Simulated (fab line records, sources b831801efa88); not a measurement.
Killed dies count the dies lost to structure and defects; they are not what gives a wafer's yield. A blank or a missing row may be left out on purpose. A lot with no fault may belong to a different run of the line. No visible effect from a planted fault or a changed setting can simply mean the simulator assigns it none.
A lot that was struck, set against a sound lot | flow sfq-line | 24 steps out of a route of 325
Sound: the wafers L154.1, L154.5, L154.6. The struck wafers were L149.1, L149.2, L149.4. The cause comes at the end.
Per side, at each step with rows, come the tool, then ch with its chambers, and then its first start. Under that, the readings that differ: sound wafers | struck wafers | difference of the means | sigmas: that difference in standard deviations of wafers without a fault.
alike: readings whose means differ by less than 2 such deviations, and words and numbers that are the same on both sides. not compared: withheld readings, readings that some wafer has no value for, bounds like >300 that may hide the same value, and numbers for which the record gives no deviation and whose values overlap.
Wherever a step has rows on one side only, a row that says differs or no value, or a row with sigmas, the two part there. Numbers that don't overlap but have no deviation are shown without sigmas and don't part them. Lack of a reading on every wafer of one side parts them only where that side has two or more wafers.

first, 6 steps without rows for these wafers: SFQ_TRILAYER_I6_VIA_LITHO_COAT_174 (resist thk 62 nm); SFQ_TRILAYER_I6_VIA_LITHO_COAT_169 (resist thk 650 nm); SFQ_TRILAYER_I6_VIA_LITHO_SOFTBAKE_173; SFQ_TRILAYER_I6_VIA_LITHO_EXPOSE_170 (exposes mask I6, target cd 700 nm); SFQ_TRILAYER_I6_VIA_LITHO_PEB_172 (peb time 60 s); SFQ_TRILAYER_I6_VIA_LITHO_DEVELOP_171 (time 60 s).
SFQ_I6_OVL_MEAS_942:
  sound: overlay-02 at day 90 07:07; struck: overlay-01 at day 82 21:53
  alike: I6_OVL
SFQ_TRILAYER_I6_VIA_BARC_OPEN_VIA_ETCH_235: etches BARC in O2, target depth 125 nm, time 41.7 s.
  sound on rie-diel-04 ch 0,3, day 90 07:08; struck on rie-diel-04 ch 0,2,3, day 82 21:55
  alike: drypump-motor-current-A, oes-product-au
  not compared: rf-hours-counter-h
SFQ_TRILAYER_I6_VIA_ETCH_VIA_ETCH_172: etches SiO2 in CHF3, stops on Nb, target depth 260 nm.
  sound on rie-diel-04 ch 0,3, day 90 07:11; struck on rie-diel-04 ch 0,2,3, day 82 21:57
  alike: drypump-motor-current-A, oes-product-au
SFQ_TRILAYER_I6_VIA_STRIP_STRIP_173: strips in O2.
  sound on rie-metal-02 ch 0,1, day 90 07:17; struck on rie-metal-02 ch 1, day 82 22:04
  alike: drypump-motor-current-A, oes-product-au
  not compared: rf-hours-counter-h
then, 2 steps without rows for these wafers: SFQ_TRILAYER_I6_VIA_STRIP_SOLV_CLEAN_174 (cleans in NMP, time 600 s); SFQ_TRILAYER_M7_DEP_PRE_CLEAN_176 (time 22.5 s).
SFQ_TRILAYER_M7_DEP_SPUTTER_175: material Nb, target thk 200 nm, time 127.5 s.
  sound: pvd-sputter-05 at day 90 08:06; struck: pvd-sputter-05 at day 82 23:28
  no value came back on the struck wafers for base-pressure-pa (Pa), cathode-dc-power-W (W), throttle-valve-pct (%); on the sound wafers base-pressure-pa (Pa) reads 1.38e-06 1.48e-06 1.36e-06
SFQ_M7_RS_MEAS_943: a four-point-probe measurement.
  sound: film-metro-03 at day 90 08:11; struck: film-metro-03 at day 82 23:34
  reading           | sound             | struck | difference                    | sigmas
  M7_NB_RS (ohm/sq) | 0.931 0.929 0.928 | - - -  | no value on the struck wafers |
then, 6 steps without rows for these wafers: SFQ_TRILAYER_M7_LITHO_COAT_182 (resist thk 62 nm); SFQ_TRILAYER_M7_LITHO_COAT_177 (resist thk 600 nm); SFQ_TRILAYER_M7_LITHO_SOFTBAKE_181; SFQ_TRILAYER_M7_LITHO_EXPOSE_178 (exposes mask M7, target cd 500 nm); SFQ_TRILAYER_M7_LITHO_PEB_180 (peb time 60 s); SFQ_TRILAYER_M7_LITHO_DEVELOP_179 (time 60 s).
-- the record jumps here: 4 days lie between the struck wafers' starts before and after --
SFQ_M7_OVL_MEAS_945:
  sound: overlay-01 at day 90 10:37; struck: overlay-01 at day 87 03:35
  reading     | sound      | struck | difference | sigmas
  M7_OVL (nm) | -9 -10 -14 | 14 8 7 | +21        | +4
SFQ_TRILAYER_M7_BARC_OPEN_METAL_ETCH_229: etches BARC in O2, target depth 125 nm, time 41.7 s.
  sound on rie-metal-04 ch 0,1, day 90 10:40; struck on rie-metal-02 ch 0,1, day 87 03:37
  alike: drypump-motor-current-A, oes-product-au
  not compared: rf-hours-counter-h
SFQ_TRILAYER_M7_ETCH_METAL_ETCH_180: etches Nb in Cl2/Ar, stops on SiO2, target depth 240 nm, time 120 s.
  sound on rie-metal-04 ch 0,1, day 90 10:43; struck on rie-metal-02 ch 0,1, day 87 03:41
  reading               | sound             | struck            | difference | sigmas
  oes-product-au (a.u.) | 0.875 0.862 0.876 | 0.382 0.381 0.370 | -0.493     | -84
  alike: drypump-motor-current-A
  not compared: rf-hours-counter-h
SFQ_TRILAYER_M7_STRIP_STRIP_181: strips in O2.
  sound on rie-metal-04 ch 0,1, day 90 10:50; struck on rie-metal-02 ch 0,1, day 87 03:49
  alike: drypump-motor-current-A, oes-product-au
  not compared: rf-hours-counter-h

WHERE THEY PART
First at SFQ_TRILAYER_M7_DEP_SPUTTER_175; last, within this record, at SFQ_TRILAYER_M7_ETCH_METAL_ETCH_180. Later steps at which nothing parts them and some readings are alike: SFQ_TRILAYER_M7_STRIP_STRIP_181.

WHY: what had been put in by the simulator
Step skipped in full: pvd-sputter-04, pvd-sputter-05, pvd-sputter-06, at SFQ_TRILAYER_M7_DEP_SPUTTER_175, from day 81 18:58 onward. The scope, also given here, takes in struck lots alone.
